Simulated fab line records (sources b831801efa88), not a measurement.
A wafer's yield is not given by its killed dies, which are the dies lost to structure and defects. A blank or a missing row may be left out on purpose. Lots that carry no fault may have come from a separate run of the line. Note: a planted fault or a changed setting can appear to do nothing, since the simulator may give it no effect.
Matching of chambers -- flow gf180mcu -- 4 sister chambers for GF_V3_ETCH_16 on rie diel-04
The step etches BARC in N2/H2. 4 wafers are shown with their chamber, then 8 later ones without.

WAFERS WITH THEIR CHAMBER
wafer,chamber,drypump motor current A (A)
L079.6,3,5.56
L082.5,1,5.81
L083.2,2,6.23
L088.3,0,5.99

WAFERS WITHOUT THEIR CHAMBER
wafer,drypump motor current A (A)
L088.4,5.77
L088.6,5.97
L091.4,5.80
L091.5,6.01
L091.6,5.56
L093.1,5.96
L093.3,5.80
L093.5,5.56

CHAMBER TAKEN BY EACH
wafer,from the rows above,in truth
L088.4,1,1
L088.6,0,0
L091.4,1,1
L091.5,0,0
L091.6,3,3
L093.1,0,0
L093.3,1,1
L093.5,3,3
Correctly placed: 8 of 8. From these rows, 0 cannot be placed. 0 placed wrongly.
How it was worked out, from the rows above alone: a wafer's distance from a chamber is the root of the sum, over the readings, of the square of ((its reading less the chamber's mean) divided by the reading's scatter). If the next closest chamber is less than 2 further off than the closest, the wafer can't be placed; otherwise it belongs to the closest. Each chamber's mean is taken over the wafers shown for it. The scatter: with one shown wafer a chamber, the root of the mean of the squares of how far each hidden wafer lies from its nearest shown one.
